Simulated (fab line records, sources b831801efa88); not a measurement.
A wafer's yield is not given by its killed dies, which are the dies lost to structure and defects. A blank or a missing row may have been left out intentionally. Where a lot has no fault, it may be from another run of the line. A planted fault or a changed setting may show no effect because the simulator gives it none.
The same fault as seen by 2 desks | flow sky130 | every desk sees just its own numbers, and what lay behind them comes last

AT THE TOOL OWNER'S DESK: implanter-03
SKY_NWELL_IMPLANT_24, tool's own readings: per-lot mean of the sampled wafers with a number, covering each lot this tool ran. The brackets show how far a lot's mean lies from the usual mean; more than 4 standard deviations puts the lot out of limits, marked OUT.
Columns: A = beam-energy-keV at SKY_NWELL_IMPLANT_24, usual 140.00; B = dose-ions-cm2 at SKY_NWELL_IMPLANT_24, usual 9.199e+12; C = faraday-current-uA at SKY_NWELL_IMPLANT_24, usual 51.9
lot  | first seen here | A                        | B         | C
L810 | day 7 03:25     | 140.03                   | 9.198e+12 | 52.2
L817 | day 8 12:58     | 140.00                   | 9.198e+12 | 52.0
L818 | day 8 19:14     | 139.97                   | 9.202e+12 | 51.1
L819 | day 9 03:40     | 129.58 (-99 or more) OUT | 9.202e+12 | 52.4
L820 | day 9 11:29     | 129.58 (-99 or more) OUT | 9.198e+12 | 51.7
This desk's finding: out of limits on L819, L820; first on L819, day 9 03:40 (beam-energy-keV at SKY_NWELL_IMPLANT_24). L810, L817, L818 stayed within limits.

METROLOGY DESK
What the gauges read, lot by lot, whatever tool the lot ran on: means of the sampled wafers that have a number. The brackets show how far a lot's mean lies from the usual mean; more than 4 standard deviations puts the lot out of limits, marked OUT.
Columns: A = METAL2_ALCU_THK at SKY_METAL2_THK_MEAS_06, usual 248 nm
lot  | first seen here | A
L804 | day 34 19:29    | 249
L805 | day 35 03:47    | 244
L809 | day 35 23:06    | 248
L810 | day 36 09:48    | 246
L814 | day 37 15:14    | 249
L816 | day 37 21:31    | 249
L818 | day 38 14:36    | 245
L817 | day 38 16:39    | 248
L819 | day 38 23:01    | 245
L821 | day 39 08:49    | 251
L820 | day 39 10:38    | 250
L822 | day 39 16:05    | 250
L827 | day 41 03:05    | 246
Result from this desk: across the 13 lots, nothing is out of limits.

TAKEN TOGETHER
On L819, L820, at day 9 03:40, an alarm was possible from the tool owner's desk.
At the metrology desk, nothing out of limits was observed.
The metrology desk holds a record of L819, L820, inside its limits.
The lots listed all ran SKY_NWELL_IMPLANT_24 on implanter-03.

WHAT THE SIMULATOR HAD PUT IN
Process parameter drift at SKY_NWELL_IMPLANT_24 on implanter-03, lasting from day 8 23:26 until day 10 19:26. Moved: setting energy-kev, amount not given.
Shown lots that were struck: L819, L820.
Hours from the fault's start to each desk's first reading out of limits: the tool owner's desk, 4.
